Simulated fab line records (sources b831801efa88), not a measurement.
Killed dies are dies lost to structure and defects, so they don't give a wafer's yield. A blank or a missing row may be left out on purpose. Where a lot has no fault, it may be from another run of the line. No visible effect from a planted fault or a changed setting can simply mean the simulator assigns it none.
Which tool was responsible? + flow sky130 + 14 lots, 40 wafers sampled, at 5 steps of a route of 708

## WHAT THE GAUGES READ, wafer by wafer
SKY_DNWELL_TW_MEAS_09.
| lot  | measured    | on            | DNWELL_TW      |
|------|-------------|---------------|----------------|
| L871 | day 3 03:13 | film metro-03 | 1083 1088 1088 |
| L873 | day 3 18:04 | film metro-02 | 1110 1109 1108 |
| L874 | day 3 19:34 | film metro-03 | 1081 1085 1080 |
| L875 | day 4 00:15 | film metro-03 | 1087 1080 1086 |
| L879 | day 4 23:22 | film metro-01 | 1114 1109 1114 |
| L880 | day 5 03:02 | film metro-03 | 1088 1086 1084 |
| L881 | day 5 12:35 | film metro-01 | 1124 1119 1120 |
| L882 | day 5 21:08 | film metro-03 | 1090 1090 1091 |
| L883 | day 5 22:24 | film metro-02 | 1110 1107      |
| L884 | day 6 03:13 | film metro-02 | 1103 1101      |
| L892 | day 8 01:07 | film metro-02 | 1103 1097 1105 |
| L891 | day 8 01:33 | film metro-01 | 1139 1133 1128 |
| L893 | day 8 03:26 | film metro-02 | 1101 1106 1108 |
| L894 | day 8 07:36 | film metro-03 | 1096 1087 1092 |

SKY_VT_ADJUST_HVTP_OVL_MEAS_08.
| lot  | measured     | on         | VT_ADJUST_HVTP_OVL (nm) |
|------|--------------|------------|-------------------------|
| L871 | day 5 22:32  | overlay-01 | -1.4 -0.8 -0.3          |
| L873 | day 6 16:34  | overlay-01 | -0.2 -0.9 -0.6          |
| L874 | day 6 18:47  | overlay-01 | -1.0 0.3 -1.5           |
| L875 | day 6 23:20  | overlay-01 | -0.6 -5.0 -2.2          |
| L879 | day 8 02:26  | overlay-01 | -1.1 -2.1 -4.1          |
| L880 | day 8 07:47  | overlay-02 | 1.9 0.1 2.7             |
| L881 | day 8 18:59  | overlay-01 | -1.4 -1.0 -0.2          |
| L882 | day 9 04:56  | overlay-02 | -0.2 0.0 -0.1           |
| L883 | day 9 06:39  | overlay-01 | -1.3 -2.0               |
| L884 | day 9 12:14  | overlay-02 | -0.4 -4.0               |
| L892 | day 11 17:46 | overlay-01 | 1.7 -1.0 2.0            |
| L891 | day 11 18:14 | overlay-01 | 1.6 1.4 0.6             |
| L893 | day 11 22:08 | overlay-01 | -1.1 0.0 0.6            |
| L894 | day 12 01:58 | overlay-01 | -0.5 -0.5 -0.3          |

SKY_VT_ADJUST_LVTN_TW_MEAS_10.
| lot  | measured     | on            | VT_ADJUST_LVTN_TW |
|------|--------------|---------------|-------------------|
| L871 | day 6 17:47  | film metro-02 | 239.6 240.8 240.4 |
| L873 | day 7 11:53  | film metro-04 | 235.5 237.0 236.4 |
| L874 | day 7 14:14  | film metro-02 | 238.2 237.5 238.9 |
| L875 | day 7 18:56  | film metro-01 | 243.4 244.6 243.6 |
| L879 | day 8 23:05  | film metro-04 | 238.7 237.1 237.0 |
| L880 | day 9 04:52  | film metro-04 | 235.9 237.0 238.4 |
| L881 | day 9 16:50  | film metro-02 | 240.6 241.2 239.7 |
| L882 | day 10 03:22 | film metro-01 | 240.6 241.3 232.6 |
| L883 | day 10 05:14 | film metro-02 | 229.3 230.1       |
| L884 | day 10 10:59 | film metro-04 | 239.4 230.6       |
| L892 | day 12 17:39 | film metro-01 | 243.3 243.2 243.4 |
| L891 | day 12 18:01 | film metro-02 | 239.7 239.4 238.3 |
| L893 | day 12 22:40 | film metro-02 | 239.3 239.0 239.7 |
| L894 | day 13 02:49 | film metro-04 | 240.0 239.9 238.5 |

SKY_VT_ADJUST_LVTN_OVL_MEAS_18.
| lot  | measured     | on         | VT_ADJUST_LVTN_01_OVL (nm) |
|------|--------------|------------|----------------------------|
| L871 | day 7 12:11  | overlay-01 | -2.6 1.5 -2.6              |
| L873 | day 8 08:33  | overlay-01 | 0.1 0.3 -1.4               |
| L874 | day 8 10:05  | overlay-01 | -1.5 1.8 1.7               |
| L875 | day 8 15:35  | overlay-02 | -0.3 -0.3 0.6              |
| L879 | day 9 20:32  | overlay-01 | -1.3 -1.7 0.3              |
| L880 | day 10 02:29 | overlay-02 | 0.2 -0.1 0.9               |
| L881 | day 10 15:28 | overlay-01 | -1.4 0.8 -5.0              |
| L882 | day 11 01:53 | overlay-02 | -3.0 -2.2 1.3              |
| L883 | day 11 03:06 | overlay-02 | -2.2 -2.2                  |
| L884 | day 11 09:38 | overlay-02 | -1.4 0.4                   |
| L892 | day 13 19:47 | overlay-02 | 0.5 0.1 -1.1               |
| L891 | day 13 19:49 | overlay-01 | 2.3 -0.5 1.2               |
| L893 | day 14 00:32 | overlay-01 | 0.9 2.0 1.1                |
| L894 | day 14 04:10 | overlay-01 | 1.8 2.2 -0.1               |

## TOOL THAT RAN EACH LOT (tool first, then ch and the chambers of the sampled wafers, then the start)
| lot  | SKY_VT_ADJUST_LVTN_IMPLANT_08   |
|------|---------------------------------|
| L871 | implanter-01 ch 0, day 6 17:32  |
| L873 | implanter-04 ch 0, day 7 11:39  |
| L874 | implanter-01 ch 0, day 7 13:59  |
| L875 | implanter-04 ch 0, day 7 18:41  |
| L879 | implanter-03 ch 0, day 8 22:50  |
| L880 | implanter-03 ch 0, day 9 04:37  |
| L881 | implanter-04 ch 0, day 9 16:35  |
| L882 | implanter-03 ch 0, day 10 03:07 |
| L883 | implanter-03 ch 0, day 10 05:02 |
| L884 | implanter-03 ch 0, day 10 10:44 |
| L892 | implanter-04 ch 0, day 12 17:25 |
| L891 | implanter-01 ch 0, day 12 17:47 |
| L893 | implanter-04 ch 0, day 12 22:25 |
| L894 | implanter-01 ch 0, day 13 02:35 |
- SKY_VT_ADJUST_LVTN_IMPLANT_08

## AS READ BY THE TOOLS THEMSELVES (means over the sampled wafers that have a number; for cases with no such wafer, the mark the record gives instead)
SKY_VT_ADJUST_LVTN_IMPLANT_08.
| lot  | tool         | dose ions cm2 |
|------|--------------|---------------|
| L871 | implanter-01 | 1.5701e+12    |
| L873 | implanter-04 | 1.5701e+12    |
| L874 | implanter-01 | 1.5685e+12    |
| L875 | implanter-04 | 1.5701e+12    |
| L879 | implanter-03 | 1.5690e+12    |
| L880 | implanter-03 | 1.5685e+12    |
| L881 | implanter-04 | 1.5690e+12    |
| L882 | implanter-03 | 1.5684e+12    |
| L883 | implanter-03 | 1.5704e+12    |
| L884 | implanter-03 | 1.5704e+12    |
| L892 | implanter-04 | 1.5713e+12    |
| L891 | implanter-01 | 1.5723e+12    |
| L893 | implanter-04 | 1.5730e+12    |
| L894 | implanter-01 | 1.5679e+12    |

## THE ANSWER, worked out from the rows above alone
Rule: the usual values come from the lots themselves. The widest of any qualifying gaps counts: lots, ordered by their means at a reading, are off when they make up no more than a third of the lots, leave a main group of 4 or more, and stand apart from it by 3 or more times the standard deviation of that group's means. A main group whose means are all the same, to the digits that the tables above print for the reading, isn't used. A lot without any number at a reading at which 4 lots or more have one is off too. Any other lot the step has rows for is counted as sound. First the gauges in route order, then the tools' own readings, where a lot's mean is used as printed above. At the first step where some lot is off, the reading lying furthest off is the one used; lots without a number count as furthest.
No lot is off at any reading shown: from this, nothing can be told.

## WHAT THE SIMULATOR PUT IN
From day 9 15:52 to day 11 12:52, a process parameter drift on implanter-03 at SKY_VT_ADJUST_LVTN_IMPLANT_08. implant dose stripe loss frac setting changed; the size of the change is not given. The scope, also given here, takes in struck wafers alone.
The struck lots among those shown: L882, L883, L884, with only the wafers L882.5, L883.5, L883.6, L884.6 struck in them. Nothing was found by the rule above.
